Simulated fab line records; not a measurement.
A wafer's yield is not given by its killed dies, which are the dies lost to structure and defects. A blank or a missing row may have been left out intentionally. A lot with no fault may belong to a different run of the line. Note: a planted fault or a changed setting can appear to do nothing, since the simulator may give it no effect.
What tool caused it? / flow gf180mcu / Sampling: 11 lots, 33 wafers, 6 of 602 route steps

WHAT THE GAUGES SHOWED, per wafer
GF_M3_CD_MEAS_14: the cd target is 280 nm.
lot=L611; measured=day 21 08:23; on=cd_sem-02; cd_nm (nm)=281.3 280.3 279.8
lot=L612; measured=day 21 17:29; on=cd_sem-02; cd_nm (nm)=280.2 278.5 279.2
lot=L614; measured=day 22 10:10; on=cd_sem-02; cd_nm (nm)=277.9 278.6 276.8
lot=L615; measured=day 22 20:47; on=cd_sem-01; cd_nm (nm)=282.8 282.0 281.4
lot=L630; measured=day 27 18:48; on=cd_sem-01; cd_nm (nm)=279.5 279.0 279.4
lot=L632; measured=day 28 08:49; on=cd_sem-02; cd_nm (nm)=279.5 279.4 280.1
lot=L633; measured=day 28 16:29; on=cd_sem-02; cd_nm (nm)=280.6 280.9 280.6
lot=L634; measured=day 29 02:44; on=cd_sem-02; cd_nm (nm)=280.7 280.8 279.4

GF_M3_OVL_MEAS_15.
lot=L611; measured=day 21 08:28; on=overlay-01; M3_OVL (nm)=11 16 13
lot=L612; measured=day 21 17:34; on=overlay-02; M3_OVL (nm)=3 -5 -2
lot=L614; measured=day 22 10:16; on=overlay-01; M3_OVL (nm)=-5 -1 -2
lot=L615; measured=day 22 20:55; on=overlay-02; M3_OVL (nm)=-4 4 -7
lot=L630; measured=day 27 18:53; on=overlay-01; M3_OVL (nm)=3 10 -6
lot=L632; measured=day 28 08:55; on=overlay-01; M3_OVL (nm)=1 7 6
lot=L633; measured=day 28 16:36; on=overlay-02; M3_OVL (nm)=0 7 12
lot=L634; measured=day 29 02:49; on=overlay-01; M3_OVL (nm)=13 1 3

WHAT TOOL EACH LOT RAN ON (gives the tool, then ch and the chambers of the sampled wafers, and finally the start)
lot=L611; GF_V2_ETCH_16=rie_diel-02 ch 0,1, day 20 06:17; GF_V2_ETCH_17=rie_diel-02 ch 0,1, day 20 06:27 or earlier; GF_V2_STRIP_18=plasma_asher-03 ch 0,1, day 20 06:27; GF_V2_CMP_26=cmp-01 ch 0,2, day 20 07:26
lot=L612; GF_V2_ETCH_16=rie_diel-03 ch 0,2, day 20 15:53; GF_V2_ETCH_17=rie_diel-03 ch 0,2, day 20 16:03 or earlier; GF_V2_STRIP_18=plasma_asher-03 ch 0,1, day 20 16:03; GF_V2_CMP_26=cmp-02 ch 0,1,2, day 20 17:00
lot=L614; GF_V2_ETCH_16=rie_diel-03 ch 1,3, day 21 09:33; GF_V2_ETCH_17=rie_diel-03 ch 1,3, day 21 09:41 or earlier; GF_V2_STRIP_18=plasma_asher-02 ch 0,1, day 21 09:41; GF_V2_CMP_26=cmp-01 ch 2,3, day 21 10:36
lot=L615; GF_V2_ETCH_16=rie_diel-03 ch 0,1, day 21 20:04; GF_V2_ETCH_17=rie_diel-03 ch 0,1, day 21 20:12 or earlier; GF_V2_STRIP_18=plasma_asher-03 ch 0,1, day 21 20:12; GF_V2_CMP_26=cmp-01 ch 0,1,3, day 21 21:32
lot=L622; GF_V2_ETCH_16=rie_diel-03 ch 0,3, day 24 04:20; GF_V2_ETCH_17=rie_diel-03 ch 0,3, day 24 04:28 or earlier; GF_V2_STRIP_18=plasma_asher-02 ch 0,1, day 24 04:28; GF_V2_CMP_26=cmp-01 ch 0,1,3, day 24 07:34
lot=L623; GF_V2_ETCH_16=rie_diel-01 ch 0,2,3, day 24 14:15; GF_V2_ETCH_17=rie_diel-01 ch 0,2,3, day 24 14:22 or earlier; GF_V2_STRIP_18=plasma_asher-01 ch 0,1, day 24 14:22; GF_V2_CMP_26=cmp-02 ch 0,1, day 24 15:25
lot=L624; GF_V2_ETCH_16=rie_diel-03 ch 2,3, day 24 19:07; GF_V2_ETCH_17=rie_diel-03 ch 2,3, day 24 19:17 or earlier; GF_V2_STRIP_18=plasma_asher-01 ch 0,1, day 24 19:17; GF_V2_CMP_26=cmp-02 ch 2,3, day 24 20:15
lot=L630; GF_V2_ETCH_16=rie_diel-01 ch 2,3, day 26 21:38; GF_V2_ETCH_17=rie_diel-01 ch 2,3, day 26 21:48 or earlier; GF_V2_STRIP_18=plasma_asher-02 ch 0,1, day 26 21:48; GF_V2_CMP_26=cmp-02 ch 0,1, day 26 22:50
lot=L632; GF_V2_ETCH_16=rie_diel-02 ch 1,2,3, day 27 11:22; GF_V2_ETCH_17=rie_diel-02 ch 1,2,3, day 27 11:32 or earlier; GF_V2_STRIP_18=plasma_asher-01 ch 0,1, day 27 11:32; GF_V2_CMP_26=cmp-01 ch 0,2,3, day 27 12:35
lot=L633; GF_V2_ETCH_16=rie_diel-01 ch 1,2,3, day 27 19:35; GF_V2_ETCH_17=rie_diel-01 ch 1,2,3, day 27 19:43 or earlier; GF_V2_STRIP_18=plasma_asher-03 ch 0,1, day 27 19:43; GF_V2_CMP_26=cmp-01 ch 0,1,3, day 27 20:50
lot=L634; GF_V2_ETCH_16=rie_diel-03 ch 0,3, day 28 05:43; GF_V2_ETCH_17=rie_diel-03 ch 0,3, day 28 05:53 or earlier; GF_V2_STRIP_18=plasma_asher-02 ch 0,1, day 28 05:53; GF_V2_CMP_26=cmp-01 ch 1,2,3, day 28 06:47
- GF_V2_ETCH_16: etches BARC in N2/H2.
- GF_V2_ETCH_17: etches SiO2 in C4F8/O2/Ar, stops on TiN, target depth 630 nm.
- GF_V2_STRIP_18: strips in O2/N2.
- GF_V2_CMP_26: polishes, stops on SiO2, t overpolish 15 s, target thk 0 nm.

AS READ BY THE TOOLS THEMSELVES (means over the sampled wafers that have a number; for cases with no such wafer, the mark the record gives instead)
GF_V2_ETCH_16.
lot=L611; tool=rie_diel-02; bias_w (W)=100.2; chamber_pressure_mTorr (mTorr)=29.995; drypump_motor_current_A (A)=6.2; oes_product_au (a.u.)=0.856; throttle_valve_pct (%)=13.223
lot=L612; tool=rie_diel-03; bias_w (W)=99.9; chamber_pressure_mTorr (mTorr)=29.990; drypump_motor_current_A (A)=5.6; oes_product_au (a.u.)=0.856; throttle_valve_pct (%)=13.227
lot=L614; tool=rie_diel-03; bias_w (W)=100.5; chamber_pressure_mTorr (mTorr)=30.016; drypump_motor_current_A (A)=6.3; oes_product_au (a.u.)=0.852; throttle_valve_pct (%)=13.221
lot=L615; tool=rie_diel-03; bias_w (W)=100.0; chamber_pressure_mTorr (mTorr)=29.998; drypump_motor_current_A (A)=5.7; oes_product_au (a.u.)=0.858; throttle_valve_pct (%)=13.219
lot=L622; tool=rie_diel-03; bias_w (W)=-; chamber_pressure_mTorr (mTorr)=-; drypump_motor_current_A (A)=-; oes_product_au (a.u.)=-; throttle_valve_pct (%)=-
lot=L623; tool=rie_diel-01; bias_w (W)=-; chamber_pressure_mTorr (mTorr)=-; drypump_motor_current_A (A)=-; oes_product_au (a.u.)=-; throttle_valve_pct (%)=-
lot=L624; tool=rie_diel-03; bias_w (W)=-; chamber_pressure_mTorr (mTorr)=-; drypump_motor_current_A (A)=-; oes_product_au (a.u.)=-; throttle_valve_pct (%)=-
lot=L630; tool=rie_diel-01; bias_w (W)=100.1; chamber_pressure_mTorr (mTorr)=30.018; drypump_motor_current_A (A)=5.2; oes_product_au (a.u.)=0.852; throttle_valve_pct (%)=13.234
lot=L632; tool=rie_diel-02; bias_w (W)=100.1; chamber_pressure_mTorr (mTorr)=29.991; drypump_motor_current_A (A)=6.2; oes_product_au (a.u.)=0.856; throttle_valve_pct (%)=13.222
lot=L633; tool=rie_diel-01; bias_w (W)=100.0; chamber_pressure_mTorr (mTorr)=29.980; drypump_motor_current_A (A)=5.4; oes_product_au (a.u.)=0.856; throttle_valve_pct (%)=13.223
lot=L634; tool=rie_diel-03; bias_w (W)=99.8; chamber_pressure_mTorr (mTorr)=29.991; drypump_motor_current_A (A)=5.8; oes_product_au (a.u.)=0.853; throttle_valve_pct (%)=13.215

GF_V2_ETCH_17.
lot=L611; tool=rie_diel-02; bias_w (W)=1201; chamber_pressure_mTorr (mTorr)=39.97; oes_product_au (a.u.)=0.854
lot=L612; tool=rie_diel-03; bias_w (W)=1202; chamber_pressure_mTorr (mTorr)=40.00; oes_product_au (a.u.)=0.855
lot=L614; tool=rie_diel-03; bias_w (W)=1205; chamber_pressure_mTorr (mTorr)=40.02; oes_product_au (a.u.)=0.853
lot=L615; tool=rie_diel-03; bias_w (W)=1200; chamber_pressure_mTorr (mTorr)=39.99; oes_product_au (a.u.)=0.854
lot=L622; tool=rie_diel-03; bias_w (W)=1203; chamber_pressure_mTorr (mTorr)=40.00; oes_product_au (a.u.)=0.372
lot=L623; tool=rie_diel-01; bias_w (W)=1203; chamber_pressure_mTorr (mTorr)=39.97; oes_product_au (a.u.)=0.376
lot=L624; tool=rie_diel-03; bias_w (W)=1196; chamber_pressure_mTorr (mTorr)=39.97; oes_product_au (a.u.)=0.373
lot=L630; tool=rie_diel-01; bias_w (W)=1198; chamber_pressure_mTorr (mTorr)=40.02; oes_product_au (a.u.)=0.852
lot=L632; tool=rie_diel-02; bias_w (W)=1199; chamber_pressure_mTorr (mTorr)=40.04; oes_product_au (a.u.)=0.851
lot=L633; tool=rie_diel-01; bias_w (W)=1201; chamber_pressure_mTorr (mTorr)=40.02; oes_product_au (a.u.)=0.856
lot=L634; tool=rie_diel-03; bias_w (W)=1202; chamber_pressure_mTorr (mTorr)=39.98; oes_product_au (a.u.)=0.854

GF_V2_STRIP_18.
lot=L611; tool=plasma_asher-03; drypump_motor_current_A (A)=5.7; heater_power_w (W)=325; oes_product_au (a.u.)=0.588
lot=L612; tool=plasma_asher-03; drypump_motor_current_A (A)=6.0; heater_power_w (W)=332; oes_product_au (a.u.)=0.591
lot=L614; tool=plasma_asher-02; drypump_motor_current_A (A)=6.4; heater_power_w (W)=342; oes_product_au (a.u.)=0.597
lot=L615; tool=plasma_asher-03; drypump_motor_current_A (A)=5.7; heater_power_w (W)=323; oes_product_au (a.u.)=0.591
lot=L622; tool=plasma_asher-02; drypump_motor_current_A (A)=6.4; heater_power_w (W)=343; oes_product_au (a.u.)=0.610
lot=L623; tool=plasma_asher-01; drypump_motor_current_A (A)=6.1; heater_power_w (W)=325; oes_product_au (a.u.)=0.617
lot=L624; tool=plasma_asher-01; drypump_motor_current_A (A)=6.1; heater_power_w (W)=321; oes_product_au (a.u.)=0.609
lot=L630; tool=plasma_asher-02; drypump_motor_current_A (A)=6.4; heater_power_w (W)=344; oes_product_au (a.u.)=0.590
lot=L632; tool=plasma_asher-01; drypump_motor_current_A (A)=6.1; heater_power_w (W)=322; oes_product_au (a.u.)=0.590
lot=L633; tool=plasma_asher-03; drypump_motor_current_A (A)=6.1; heater_power_w (W)=334; oes_product_au (a.u.)=0.594
lot=L634; tool=plasma_asher-02; drypump_motor_current_A (A)=6.5; heater_power_w (W)=327; oes_product_au (a.u.)=0.590

GF_V2_CMP_26.
lot=L611; tool=cmp-01; edge_zone_pressure_frac=0.996; head_pressure_psi (psi)=3.498; motor_current_A (A)=10.7; overpolish_run_s (s)=14.998; time_to_endpoint_s (s)=80
lot=L612; tool=cmp-02; edge_zone_pressure_frac=1.000; head_pressure_psi (psi)=3.493; motor_current_A (A)=10.7; overpolish_run_s (s)=14.999; time_to_endpoint_s (s)=85
lot=L614; tool=cmp-01; edge_zone_pressure_frac=0.998; head_pressure_psi (psi)=3.501; motor_current_A (A)=10.8; overpolish_run_s (s)=15.008; time_to_endpoint_s (s)=85
lot=L615; tool=cmp-01; edge_zone_pressure_frac=0.998; head_pressure_psi (psi)=3.509; motor_current_A (A)=13.0; overpolish_run_s (s)=15.003; time_to_endpoint_s (s)=87
lot=L622; tool=cmp-01; edge_zone_pressure_frac=0.997; head_pressure_psi (psi)=3.504; motor_current_A (A)=12.7; overpolish_run_s (s)=15.003; time_to_endpoint_s (s)=88
lot=L623; tool=cmp-02; edge_zone_pressure_frac=0.993; head_pressure_psi (psi)=3.493; motor_current_A (A)=9.7; overpolish_run_s (s)=15.003; time_to_endpoint_s (s)=82
lot=L624; tool=cmp-02; edge_zone_pressure_frac=0.997; head_pressure_psi (psi)=3.501; motor_current_A (A)=11.6; overpolish_run_s (s)=14.999; time_to_endpoint_s (s)=83
lot=L630; tool=cmp-02; edge_zone_pressure_frac=1.000; head_pressure_psi (psi)=3.506; motor_current_A (A)=9.4; overpolish_run_s (s)=15.000; time_to_endpoint_s (s)=80
lot=L632; tool=cmp-01; edge_zone_pressure_frac=0.998; head_pressure_psi (psi)=3.500; motor_current_A (A)=11.3; overpolish_run_s (s)=15.003; time_to_endpoint_s (s)=84
lot=L633; tool=cmp-01; edge_zone_pressure_frac=0.999; head_pressure_psi (psi)=3.505; motor_current_A (A)=12.6; overpolish_run_s (s)=14.998; time_to_endpoint_s (s)=85
lot=L634; tool=cmp-01; edge_zone_pressure_frac=1.004; head_pressure_psi (psi)=3.501; motor_current_A (A)=11.9; overpolish_run_s (s)=15.003; time_to_endpoint_s (s)=88

THE ANSWER, worked out from the rows above alone
Rule: the usual values come from the lots themselves. The widest of any qualifying gaps counts: lots, ordered by their means at a reading, are off when they make up no more than a third of the lots, leave a main group of 4 or more, and stand apart from it by 3 or more times the standard deviation of that group's means. A main group whose means are all the same, to the digits that the tables above print for the reading, isn't used. A lot without any number at a reading at which 4 lots or more have one is off too. All remaining lots with rows at the step are treated as sound. Order of review: gauges by route order, followed by the tools' own readings, for which a lot's mean as printed above is used. The first step at which some lot is off is used, and at that step the reading that is off furthest; a lot without a number counts as furthest.
Off at GF_V2_ETCH_16 (bias_w): L622, L623, L624. Without a number there: L622, L623, L624. For the main group the mean is 100.1 W and the standard deviation 0.2.
A tool fits if, at that step or a process step before it, it ran every lot that is off, and no sound lot after the first of them. Of those tried, none fits.

WHAT WAS PUT IN BY THE SIMULATOR
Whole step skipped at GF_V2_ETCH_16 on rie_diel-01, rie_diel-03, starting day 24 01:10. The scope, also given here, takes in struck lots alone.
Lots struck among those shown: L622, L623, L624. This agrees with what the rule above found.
